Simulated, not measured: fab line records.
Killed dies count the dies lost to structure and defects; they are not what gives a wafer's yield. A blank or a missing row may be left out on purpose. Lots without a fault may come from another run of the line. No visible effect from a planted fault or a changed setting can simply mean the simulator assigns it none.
Which of the tools did it?	flow sfq_line	42 wafers from 15 lots sampled at 3 of the route's 325 steps

WHAT THE GAUGES READ, wafer by wafer
SFQ_I1_OVL_MEAS_913. Usual: I1_OVL typically reads 4 nm, with standard deviation 5.5.
lot	measured	on	I1_OVL (nm)	flag
L115	day 23 08:48	overlay-02	-2 1 4	
L116	day 23 12:24	overlay-02	0 8 1	
L117	day 24 00:23	overlay-02	5 17 14	
L118	day 24 11:08	overlay-02	4 3 7	
L119	day 24 19:40	overlay-01	11 11 11	
L120	day 24 23:16	overlay-02	11 8 8	
L123	day 25 11:43	overlay-01	-1 -4	
L124	day 25 12:55	overlay-02	-3 -1 0	
L126	day 25 21:19	overlay-01	0 -13	
L128	day 26 00:55	overlay-02	0 -4 1	
L129	day 26 03:19	overlay-02	1 -1	
L130	day 26 04:31	overlay-01	14 8 7	
L133	day 26 08:07	overlay-02	-1 -8 2	
L134	day 26 09:19	overlay-02	4 6 6	
L136	day 26 11:43	overlay-02	-2 8 1	

SFQ_M2_RS_MEAS_914: the measuring method here is four-point-probe. Usual: M2_NB_RS typically reads 0.898 ohm/sq, with standard deviation 0.0089.
lot	measured	on	M2_NB_RS (ohm/sq)	flag
L115	day 23 09:55	film_metro-03	0.884 0.889 0.888	
L116	day 23 13:31	film_metro-03	0.867 0.893 0.887	
L117	day 24 01:29	film_metro-02	0.911 0.914 0.906	
L118	day 24 12:14	film_metro-04	0.903 0.902 0.897	
L119	day 24 20:47	film_metro-03	0.892 0.889 0.890	
L120	day 25 00:22	film_metro-02	0.880 0.894 0.883	
L123	day 25 12:48	film_metro-02	0.900 0.768	OFF
L124	day 25 14:01	film_metro-03	0.908 0.907 0.895	
L126	day 25 22:25	film_metro-03	0.898 0.769	OFF
L128	day 26 02:00	film_metro-04	0.890 0.899 0.895	
L129	day 26 04:26	film_metro-02	0.766 0.901	OFF
L130	day 26 05:37	film_metro-04	0.900 0.896 0.902	
L133	day 26 09:13	film_metro-03	0.890 0.885 0.893	
L134	day 26 10:26	film_metro-04	0.886 0.890 0.898	
L136	day 26 12:49	film_metro-02	0.904 0.907 0.888	

EACH LOT AND THE TOOL THAT RAN IT (in order: tool; ch and the chambers of the sampled wafers; start)
lot	SFQ_TRILAYER_M2_DEP_SPUTTER_055
L115	pvd_sputter-05, day 23 09:47
L116	pvd_sputter-04, day 23 13:23
L117	pvd_sputter-03, day 24 01:24
L118	pvd_sputter-05, day 24 12:08
L119	pvd_sputter-05, day 24 20:38
L120	pvd_sputter-04, day 25 00:14
L123	pvd_sputter-05, day 25 12:43
L124	pvd_sputter-04, day 25 13:56
L126	pvd_sputter-05, day 25 22:20
L128	pvd_sputter-03, day 26 01:55
L129	pvd_sputter-05, day 26 04:20
L130	pvd_sputter-04, day 26 05:31
L133	pvd_sputter-04, day 26 09:07
L134	pvd_sputter-03, day 26 10:20
L136	pvd_sputter-04, day 26 12:44
- SFQ_TRILAYER_M2_DEP_SPUTTER_055: material Nb, target thk 200 nm, time 133.3 s.

AS READ BY THE TOOLS THEMSELVES (means over the sampled wafers that have a number; for cases with no such wafer, the mark the record gives instead)
SFQ_TRILAYER_M2_DEP_SPUTTER_055. Usual: throttle_valve_pct 30.5 %, standard deviation 1.4.
lot	tool	throttle_valve_pct (%)	flag
L115	pvd_sputter-05	29.5	
L116	pvd_sputter-04	31.2	
L117	pvd_sputter-03	31.1	
L118	pvd_sputter-05	30.4	
L119	pvd_sputter-05	30.4	
L120	pvd_sputter-04	30.5	
L123	pvd_sputter-05	29.5	
L124	pvd_sputter-04	31.1	
L126	pvd_sputter-05	31.2	
L128	pvd_sputter-03	28.2	
L129	pvd_sputter-05	29.4	
L130	pvd_sputter-04	31.3	
L133	pvd_sputter-04	31.5	
L134	pvd_sputter-03	28.2	
L136	pvd_sputter-04	31.0	

THE ANSWER, worked out from the rows above alone
Rule: take the mean of a lot's wafers that have a number; if it is more than 3 standard deviations from the usual mean, the lot is off. A lot without any number at a reading at which 4 lots or more have one is off too. Where the step has rows for the other lots, those lots are counted as sound. After the gauges, taken in route order, come the tools' own readings; for these a lot's mean is taken, as printed above. The first step at which some lot is off is used, and at that step the reading that is off furthest; a lot without a number counts as furthest.
Off: L123, L126, L129, at SFQ_M2_RS_MEAS_914 (M2_NB_RS).
If a tool, at a process step before that reading, ran all the lots that are off and no sound lot after the first of them, it fits. The gauges at SFQ_M2_RS_MEAS_914 are tried like those tools. One fits: SFQ_TRILAYER_M2_DEP_SPUTTER_055 on pvd_sputter-05. Its last sound lot is L119 (day 24 20:38), its first lot that is off L123 (day 25 12:43): a fault that began between those two fits.

WHAT WAS PUT IN BY THE SIMULATOR
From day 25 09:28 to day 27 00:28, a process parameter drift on pvd_sputter-05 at SFQ_TRILAYER_M2_DEP_SPUTTER_055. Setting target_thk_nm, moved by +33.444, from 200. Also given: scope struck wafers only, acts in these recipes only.
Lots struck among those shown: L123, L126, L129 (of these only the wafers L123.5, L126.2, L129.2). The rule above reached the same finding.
